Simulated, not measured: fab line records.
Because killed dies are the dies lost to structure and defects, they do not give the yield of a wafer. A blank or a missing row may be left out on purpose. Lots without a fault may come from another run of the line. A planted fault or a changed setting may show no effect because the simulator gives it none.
The tool behind it: which one?    flow gf180mcu    36 wafers from 12 lots sampled at 3 of the route's 602 steps

## WHAT THE GAUGES SHOWED, per wafer
GF_M5_OVL_MEAS_08. Usual: M5_OVL gives -1 nm (standard deviation 5.2).
lot   measured      on          M5_OVL (nm)  flag
L758  day 26 02:35  overlay-02  1 -2 -1      
L759  day 26 04:22  overlay-01  -1 -8 -4     
L760  day 26 19:07  overlay-01  6 4 6        
L762  day 27 12:52  overlay-01  -5 6 -1      
L763  day 27 18:13  overlay-02  -4 4 2       
L764  day 28 05:30  overlay-02  -5 1 -4      
L765  day 28 11:09  overlay-01  -5 -5 -4     
L766  day 28 21:18  overlay-01  2 -7 3       
L767  day 28 22:25  overlay-01  -1 1 3       
L768  day 29 09:01  overlay-01  4 6 2        
L769  day 29 11:43  overlay-01  0 -7 -5      
L778  day 32 09:02  overlay-01  -17 -1 -14   

## TOOL THAT RAN EACH LOT (tool first, then ch and the chambers of the sampled wafers, then the start)
lot   GF_MIM_SPUTTER_04             GF_MIM_SPUTTER_09
L758  pvd_sputter-03, day 24 06:33  pvd_sputter-04, day 24 06:44
L759  pvd_sputter-02, day 24 08:14  pvd_sputter-03, day 24 08:26
L760  pvd_sputter-02, day 24 23:52  pvd_sputter-03, day 25 00:04
L762  pvd_sputter-02, day 25 18:59  pvd_sputter-03, day 25 19:11
L763  pvd_sputter-04, day 26 01:04  pvd_sputter-03, day 26 01:16
L764  pvd_sputter-02, day 26 12:38  pvd_sputter-04, day 26 12:50
L765  pvd_sputter-02, day 26 19:13  pvd_sputter-03, day 26 19:25
L766  pvd_sputter-04, day 27 00:17  pvd_sputter-03, day 27 00:29
L767  pvd_sputter-04, day 27 06:13  pvd_sputter-02, day 27 06:25
L768  pvd_sputter-04, day 27 17:51  pvd_sputter-03, day 27 18:03
L769  pvd_sputter-02, day 27 20:49  pvd_sputter-04, day 27 21:02
L778  pvd_sputter-03, day 30 22:15  pvd_sputter-04, day 30 22:27
- GF_MIM_SPUTTER_04: material TiN, target thk 50 nm, time 41.7 s.
- GF_MIM_SPUTTER_09: material TiN, target thk 35 nm, time 29.2 s.

## AS READ BY THE TOOLS THEMSELVES (means over the sampled wafers that have a number; for cases with no such wafer, the mark the record gives instead)
GF_MIM_SPUTTER_04. Usual: throttle_valve_pct at 29.7 %, with a standard deviation of 1.1.
lot   tool            throttle_valve_pct (%)  flag
L758  pvd_sputter-03  30.9                    
L759  pvd_sputter-02  29.4                    
L760  pvd_sputter-02  28.8                    
L762  pvd_sputter-02  29.6                    
L763  pvd_sputter-04  29.7                    
L764  pvd_sputter-02  28.9                    
L765  pvd_sputter-02  29.7                    
L766  pvd_sputter-04  29.8                    
L767  pvd_sputter-04  29.5                    
L768  pvd_sputter-04  29.5                    
L769  pvd_sputter-02  29.4                    
L778  pvd_sputter-03  30.3                    

GF_MIM_SPUTTER_09. Usual: throttle_valve_pct at 29.9 %, with a standard deviation of 1.2.
lot   tool            throttle_valve_pct (%)  flag
L758  pvd_sputter-04  30.4                    
L759  pvd_sputter-03  30.8                    
L760  pvd_sputter-03  30.2                    
L762  pvd_sputter-03  30.0                    
L763  pvd_sputter-03  30.8                    
L764  pvd_sputter-04  29.6                    
L765  pvd_sputter-03  30.1                    
L766  pvd_sputter-03  29.2                    
L767  pvd_sputter-02  28.8                    
L768  pvd_sputter-03  29.5                    
L769  pvd_sputter-04  29.4                    
L778  pvd_sputter-04  29.5                    

## THE ANSWER, worked out from the rows above alone
Rule: a lot is off if the mean of its wafers that have a number lies more than 3 standard deviations from the usual mean. Also off: a lot with no number at a reading for which 4 or more lots have one. Any other lot the step has rows for is counted as sound. After the gauges, taken in route order, come the tools' own readings; for these a lot's mean is taken, as printed above. At the first step where some lot is off, the reading lying furthest off is the one used; lots without a number count as furthest.
No lot is off on any of the readings shown, so nothing can be concluded from this.

## WHAT THE SIMULATOR PUT IN
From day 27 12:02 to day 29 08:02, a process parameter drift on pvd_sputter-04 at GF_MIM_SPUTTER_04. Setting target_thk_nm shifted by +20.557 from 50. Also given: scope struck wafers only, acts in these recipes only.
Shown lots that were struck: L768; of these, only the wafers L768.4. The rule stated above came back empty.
